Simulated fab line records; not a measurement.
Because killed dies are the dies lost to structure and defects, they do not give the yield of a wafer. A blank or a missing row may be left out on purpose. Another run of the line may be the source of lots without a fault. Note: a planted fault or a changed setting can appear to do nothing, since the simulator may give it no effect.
Chamber matching + flow gf180mcu + GF_SAB_ETCH_11 on rie diel-04: 4 sister chambers
The step etches SiO2 in C4F8/O2/Ar, target depth 55 nm, time 8.5 s. 8 wafers are shown with their chamber, then 9 later ones without.

WAFERS, EACH WITH ITS CHAMBER
| wafer  | chamber | oes product au (a.u.) |
|--------|---------|-----------------------|
| L110.4 | 1       | 0.988                 |
| L112.3 | 1       | 0.997                 |
| L113.1 | 2       | 0.996                 |
| L117.1 | 2       | 0.995                 |
| L117.4 | 0       | 0.996                 |
| L122.1 | 3       | 1.004                 |
| L122.3 | 0       | 0.995                 |
| L122.6 | 3       | 1.006                 |

WAFERS WHOSE CHAMBER IS MISSING
| wafer  | oes product au (a.u.) |
|--------|-----------------------|
| L125.1 | 0.991                 |
| L125.3 | 1.005                 |
| L125.6 | 1.002                 |
| L129.2 | 1.000                 |
| L129.4 | 1.008                 |
| L129.6 | 1.003                 |
| L130.3 | 0.999                 |
| L130.5 | 1.007                 |
| L130.6 | 0.998                 |

WHICH CHAMBER EACH WENT THROUGH
| wafer  | from the rows above               | in truth                   |
|--------|-----------------------------------|----------------------------|
| L125.1 | can't be placed: 1 or 0 or 2      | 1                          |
| L125.3 | 3                                 | 3                          |
| L125.6 | can't be placed: 3 or 0 or 2 or 1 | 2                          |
| L129.2 | can't be placed: 0 or 2 or 3 or 1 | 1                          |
| L129.4 | 3                                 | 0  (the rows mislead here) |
| L129.6 | can't be placed: 3 or 0 or 2      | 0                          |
| L130.3 | can't be placed: 0 or 2 or 3 or 1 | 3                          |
| L130.5 | 3                                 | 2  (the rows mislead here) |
| L130.6 | can't be placed: 0 or 2 or 1 or 3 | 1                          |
Correct placement for 1 of the 9. These rows do not allow placing 6 (true chamber among the candidates in 6). Number placed wrongly: 2.
How it was worked out, from the rows above alone: a wafer's distance from a chamber is the root of the sum, over the readings, of the square of ((its reading less the chamber's mean) divided by the reading's scatter). If the next closest chamber is less than 2 further off than the closest, the wafer can't be placed; otherwise it belongs to the closest. The mean given for a chamber averages the wafers shown for that chamber. The scatter: take each reading less its chamber's mean, square it, sum over the shown wafers, divide by the number of wafers less the number of chambers, and take the root.
